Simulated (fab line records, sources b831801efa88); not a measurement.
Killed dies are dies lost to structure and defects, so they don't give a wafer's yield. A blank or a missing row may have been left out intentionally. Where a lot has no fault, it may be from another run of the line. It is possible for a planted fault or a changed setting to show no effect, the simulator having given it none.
Check of tool commonality || flow sky130 || 39 wafers sampled across 13 lots

## REASON FOR OPENING
At SKY_LDD_P_TW_MEAS_11 the reading LDD_P_TW is flagged on 1 of 13 lots. Fault-free wafers read 636, with a standard deviation of 3.6.
Rule: a lot is flagged when every wafer of it that has a number lies more than 4 standard deviations from that mean, or none has a number. All remaining lots are regarded as sound.

{"lot": "L674", "measured": "day 18 19:43", "on": "film-metro-04", "LDD_P_TW, wafer by wafer": "634 630 637", "flag": ""}
{"lot": "L675", "measured": "day 19 08:13", "on": "film-metro-04", "LDD_P_TW, wafer by wafer": "638 637 637", "flag": ""}
{"lot": "L678", "measured": "day 20 06:41", "on": "film-metro-01", "LDD_P_TW, wafer by wafer": "637 638 636", "flag": ""}
{"lot": "L679", "measured": "day 21 01:43", "on": "film-metro-02", "LDD_P_TW, wafer by wafer": "636 633 634", "flag": ""}
{"lot": "L680", "measured": "day 21 03:29", "on": "film-metro-02", "LDD_P_TW, wafer by wafer": "634 639 634", "flag": ""}
{"lot": "L681", "measured": "day 21 11:59", "on": "film-metro-02", "LDD_P_TW, wafer by wafer": "637 634 635", "flag": ""}
{"lot": "L682", "measured": "day 21 18:56", "on": "film-metro-04", "LDD_P_TW, wafer by wafer": "638 639 641", "flag": ""}
{"lot": "L683", "measured": "day 22 13:14", "on": "film-metro-02", "LDD_P_TW, wafer by wafer": "633 630 633", "flag": ""}
{"lot": "L685", "measured": "day 22 21:13", "on": "film-metro-04", "LDD_P_TW, wafer by wafer": "642 641 643", "flag": ""}
{"lot": "L688", "measured": "day 24 06:31", "on": "film-metro-04", "LDD_P_TW, wafer by wafer": "30 30 30", "flag": "FLAGGED"}
{"lot": "L695", "measured": "day 26 17:40", "on": "film-metro-04", "LDD_P_TW, wafer by wafer": "636 638 636", "flag": ""}
{"lot": "L696", "measured": "day 26 21:28", "on": "film-metro-04", "LDD_P_TW, wafer by wafer": "637 636 636", "flag": ""}
{"lot": "L697", "measured": "day 27 11:40", "on": "film-metro-04", "LDD_P_TW, wafer by wafer": "641 637 645", "flag": ""}
Averaged over the flagged lots the numbers come to 30, -606 from the usual (-99 or more standard deviations).

## WHICH TOOL EACH LOT WENT THROUGH
The record holds 2 process steps before the reading, out of a route of 708 steps. Cell contents, in order: the tool; ch with the chambers the sampled wafers went through; the start.
{"lot": "L674", "flag": "", "SKY_POLY_GATE_ETCH_16": "rie-diel-02 ch 0,3, day 16 05:35", "SKY_LDD_P_EXPOSE_04": "iline-stepper-02 ch 0, day 18 04:30"}
{"lot": "L675", "flag": "", "SKY_POLY_GATE_ETCH_16": "rie-diel-01 ch 1,3, day 16 12:05", "SKY_LDD_P_EXPOSE_04": "iline-stepper-01 ch 0, day 18 17:50"}
{"lot": "L678", "flag": "", "SKY_POLY_GATE_ETCH_16": "rie-diel-04 ch 1,2,3, day 17 13:54", "SKY_LDD_P_EXPOSE_04": "iline-stepper-01 ch 0, day 19 15:21"}
{"lot": "L679", "flag": "", "SKY_POLY_GATE_ETCH_16": "rie-diel-02 ch 0,1,3, day 18 07:35", "SKY_LDD_P_EXPOSE_04": "iline-stepper-01 ch 0, day 20 09:44"}
{"lot": "L680", "flag": "", "SKY_POLY_GATE_ETCH_16": "rie-diel-04 ch 0,3, day 18 10:32", "SKY_LDD_P_EXPOSE_04": "iline-stepper-01 ch 0, day 20 11:52"}
{"lot": "L681", "flag": "", "SKY_POLY_GATE_ETCH_16": "rie-diel-02 ch 1,2,3, day 18 17:51", "SKY_LDD_P_EXPOSE_04": "iline-stepper-02 ch 0, day 20 20:14"}
{"lot": "L682", "flag": "", "SKY_POLY_GATE_ETCH_16": "rie-diel-02 ch 1,3, day 19 02:27", "SKY_LDD_P_EXPOSE_04": "iline-stepper-01 ch 0, day 21 03:50"}
{"lot": "L683", "flag": "", "SKY_POLY_GATE_ETCH_16": "rie-diel-04 ch 0,1,3, day 19 19:41", "SKY_LDD_P_EXPOSE_04": "iline-stepper-02 ch 0, day 21 22:40"}
{"lot": "L685", "flag": "", "SKY_POLY_GATE_ETCH_16": "rie-diel-04 ch 0,1, day 20 03:36", "SKY_LDD_P_EXPOSE_04": "iline-stepper-02 ch 0, day 22 05:35"}
{"lot": "L688", "flag": "FLAGGED", "SKY_POLY_GATE_ETCH_16": "rie-diel-02 ch 1,2,3, day 21 14:34", "SKY_LDD_P_EXPOSE_04": "iline-stepper-01 ch 0, day 23 15:52"}
{"lot": "L695", "flag": "", "SKY_POLY_GATE_ETCH_16": "rie-diel-04 ch 1,2, day 23 23:38", "SKY_LDD_P_EXPOSE_04": "iline-stepper-02 ch 0, day 26 03:14"}
{"lot": "L696", "flag": "", "SKY_POLY_GATE_ETCH_16": "rie-diel-01 ch 0,2,3, day 24 08:26", "SKY_LDD_P_EXPOSE_04": "iline-stepper-01 ch 0, day 26 07:21"}
{"lot": "L697", "flag": "", "SKY_POLY_GATE_ETCH_16": "rie-diel-02 ch 1,2, day 24 23:32", "SKY_LDD_P_EXPOSE_04": "iline-stepper-01 ch 0, day 26 20:55"}
What is done by these steps:
- SKY_POLY_GATE_ETCH_16: etches Si3N4 in CH3F/O2, stops on poly-Si, time 147.5 s, target depth 75 nm.
- SKY_LDD_P_EXPOSE_04: exposes mask PSDM, target cd 380 nm.
- SKY_LDD_P_TW_MEAS_11

## FLAGGED OVER TOTAL, TOOL BY TOOL (the gauges that took the reading come last)
{"step": "SKY_POLY_GATE_ETCH_16", "tool": "rie-diel-01", "lots run": 2, "flagged": 0, "share of the flagged lots": "none", "sound lots run after its first flagged lot": "-"}
{"step": "SKY_POLY_GATE_ETCH_16", "tool": "rie-diel-02", "lots run": 6, "flagged": 1, "share of the flagged lots": "all", "sound lots run after its first flagged lot": "1 (L697)"}
{"step": "SKY_POLY_GATE_ETCH_16", "tool": "rie-diel-04", "lots run": 5, "flagged": 0, "share of the flagged lots": "none", "sound lots run after its first flagged lot": "-"}
{"step": "SKY_LDD_P_EXPOSE_04", "tool": "iline-stepper-01", "lots run": 8, "flagged": 1, "share of the flagged lots": "all", "sound lots run after its first flagged lot": "2 (L696,L697)"}
{"step": "SKY_LDD_P_EXPOSE_04", "tool": "iline-stepper-02", "lots run": 5, "flagged": 0, "share of the flagged lots": "none", "sound lots run after its first flagged lot": "-"}
{"step": "SKY_LDD_P_TW_MEAS_11", "tool": "film-metro-01", "lots run": 1, "flagged": 0, "share of the flagged lots": "none", "sound lots run after its first flagged lot": "-"}
{"step": "SKY_LDD_P_TW_MEAS_11", "tool": "film-metro-02", "lots run": 4, "flagged": 0, "share of the flagged lots": "none", "sound lots run after its first flagged lot": "-"}
{"step": "SKY_LDD_P_TW_MEAS_11", "tool": "film-metro-04", "lots run": 8, "flagged": 1, "share of the flagged lots": "all", "sound lots run after its first flagged lot": "3 (L695,L696,L697)"}

## WHAT THE TABLE PERMITS
Every flagged lot was run by 3 rows of the table: rie-diel-02 at SKY_POLY_GATE_ETCH_16, iline-stepper-01 at SKY_LDD_P_EXPOSE_04 and film-metro-04 at SKY_LDD_P_TW_MEAS_11.
- rie-diel-02 at SKY_POLY_GATE_ETCH_16 ran 6 lots, 1 of them flagged. Lots that were sound ran on it after the first flagged one (L697); a persistent fault on the entire tool would not allow that.
- iline-stepper-01 at SKY_LDD_P_EXPOSE_04 ran 8 lots, 1 of them flagged. Lots that were sound ran on it after the first flagged one (L696, L697); a persistent fault on the entire tool would not allow that.
- film-metro-04 at SKY_LDD_P_TW_MEAS_11 ran 8 lots, 1 of them flagged. Lots that were sound ran on it after the first flagged one (L695, L696, L697); a persistent fault on the entire tool would not allow that.
Not one row of the table ran every flagged lot while running no sound lot after the first.

## WHAT THE SIMULATOR HAD PUT IN
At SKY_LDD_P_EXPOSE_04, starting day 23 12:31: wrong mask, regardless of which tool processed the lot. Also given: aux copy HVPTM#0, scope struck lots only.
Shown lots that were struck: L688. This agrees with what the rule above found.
